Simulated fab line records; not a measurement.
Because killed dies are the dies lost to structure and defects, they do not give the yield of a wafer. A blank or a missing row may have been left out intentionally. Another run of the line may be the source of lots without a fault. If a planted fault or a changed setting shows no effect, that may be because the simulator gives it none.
Problem report, 8D (eight disciplines) form, completed by code -- flow sky130 -- the parts of the form that need people (team, actions taken, sign-off) are left out

## 1. THE ISSUE
spikeTcLowerC at SKY_GATE_OXIDE_OXIDATION_16 reads a mean of 847.5 C on 6 wafers of 2 lots; wafers without a fault read 800.9 C with a standard deviation of 1.3. That puts it +36 standard deviations away from the usual mean.
The step: stabilise 600 s, purge 300 s, target thk 3.57 nm.
Seen first at day 16 06:32 on furnace-01, wafer L628.2. The record holds 42 wafers of 14 lots with a number at this step. Rule for "out" (also "out of limits"): further than 4 standard deviations from the usual mean. Any other wafer with a number is counted as sound.

## 2. WHAT THIS IS AND IS NOT
question,is,is not
which readings at this step,"spikeTcLowerC, zonePowerCentrePct, zonePowerLowerPct",-
which lots,"L628, L629","L621, L622, L623, L624, L630, L636, L638, L640, L641, L642, L643, L644"
which wafers of those lots,all that have a number,-
read on which tools,furnace-01,furnace-02
when,from day 16 06:32,"up to then (12 sound wafers); but 24 sound wafers of L630, L636, L638, L640, L641, L642, L643, L644 came after"

## 3. SUSPECTS, AND WHAT RULES EACH OUT
Counting: a tool at a process step up to the reading stays a suspect if it ran every lot that is out and no sound lot after the first of them.
- furnace-01 at SKY_GATE_OXIDE_OXIDATION_16 (stabilise 600 s, purge 300 s, target thk 3.57 nm): ruled out as a lasting fault. Following L628 (day 16 06:32), the first lot on it that is out, the sound lots L638, L640, L641 were run on it.
Left after counting: nothing in the record.

## 4. THE CAUSE (what the simulator had put in)
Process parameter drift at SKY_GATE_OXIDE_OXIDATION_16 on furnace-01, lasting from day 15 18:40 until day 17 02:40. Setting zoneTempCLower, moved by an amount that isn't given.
Counting ruled it out, wrongly.

## 5. SEQUENCE OF EFFECTS, ordered by route
Each row: a reading where the mean over the struck wafers with a number is more than 3 standard deviations away from the usual. Only readings whose record carries a usual standard deviation are examined. hours: median over the lots of the time between each lot's start at the first step of this table that gives one and its start at this step. sigmas: the change, counted in usual standard deviations.
hours,step,reading,usual,on struck wafers,change,sigmas
0,SKY_GATE_OXIDE_OXIDATION_16,spikeTcCentreC,800.0 C,792.8,-7.2,-3.6
0,SKY_GATE_OXIDE_OXIDATION_16,spikeTcLowerC,800.9 C,847.5,+46.6,+36
0,SKY_GATE_OXIDE_OXIDATION_16,zonePowerCentrePct,14.2 %,7.4,-6.8,-12
0,SKY_GATE_OXIDE_OXIDATION_16,zonePowerLowerPct,16.6 %,29.7,+13.1,+8.7
Process steps it contains:
- SKY_GATE_OXIDE_OXIDATION_16: stabilise 600 s, purge 300 s, target thk 3.57 nm.

## 6. HOW IT WOULD HAVE BEEN CAUGHT EARLIER
12 hours passed between the start of the fault at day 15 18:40 and the first reading out of limits in this record, taken at day 16 06:32.
